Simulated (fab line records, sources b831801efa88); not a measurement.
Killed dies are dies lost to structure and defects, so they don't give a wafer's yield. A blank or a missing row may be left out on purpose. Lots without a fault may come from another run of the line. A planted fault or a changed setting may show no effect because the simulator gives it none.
One fault seen from 2 desks | flow gf180mcu | each desk has only its own numbers; what lay behind them comes last

THE TOOL OWNER'S DESK: pvd_sputter-02
The tool's own readings at GF_M1_SPUTTER_00 (material Ti, target thk 37.5 nm, time 150 s): means of the sampled wafers that have a number, for each lot that ran on this tool. A lot is out of limits, marked OUT, if its mean lies more than 4 standard deviations from the usual mean; the brackets give that distance.
Columns: A = chamber_pressure_pa at GF_M1_SPUTTER_00, usual 2.000 Pa; B = throttle_valve_pct at GF_M1_SPUTTER_00, usual 29.8 %
lot  | first seen here | A                | B
L161 | day 17 20:14    | 2.002            | 31.2
L170 | day 21 02:01    | 1.976 (-6.4) OUT | 30.3
L176 | day 23 14:51    | 1.998            | 30.0
L179 | day 24 10:50    | 1.998            | 30.9
This desk's finding: out of limits on L170; first on L170, day 21 02:01 (chamber_pressure_pa at GF_M1_SPUTTER_00). In limits: L161, L176, L179.

THE METROLOGY DESK
What the gauges read, lot by lot, whatever tool the lot ran on: means of the sampled wafers that have a number. A lot is out of limits, marked OUT, if its mean lies more than 4 standard deviations from the usual mean; the brackets give that distance.
Columns: A = cd_nm at GF_CONTACT_CD_MEAS_14, usual 220.6 nm
lot  | first seen here | A
L156 | day 16 05:50    | 220.7
L159 | day 16 23:42    | 222.6
L158 | day 17 00:05    | 220.6
L161 | day 17 18:57    | 222.3
L166 | day 19 14:29    | 220.3
L169 | day 20 19:03    | 219.3
L170 | day 21 00:44    | 221.6
L171 | day 21 08:19    | 220.1
L172 | day 21 13:46    | 220.4
L175 | day 22 20:10    | 222.1
L176 | day 23 13:27    | 219.5
L177 | day 24 03:21    | 222.1
L179 | day 24 09:33    | 223.7
This desk's finding: nothing out of limits on any of the 13 lots.

PUT TOGETHER
The tool owner's desk could have raised an alarm at day 21 02:01, on L170.
The metrology desk saw nothing out of limits.
The metrology desk has L170 on record, within its limits.
Of the lots named, all ran GF_M1_SPUTTER_00 on pvd_sputter-02.

WHAT THE SIMULATOR HAD PUT IN
Process parameter drift: pvd_sputter-02, from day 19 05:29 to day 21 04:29, at GF_M1_SPUTTER_00. Setting chamber_pressure_pa, moved by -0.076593, from 2. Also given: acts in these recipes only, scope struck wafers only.
Lots struck among those shown: L170.
Hours from the fault's start to each desk's first reading out of limits: the tool owner's desk, 45.
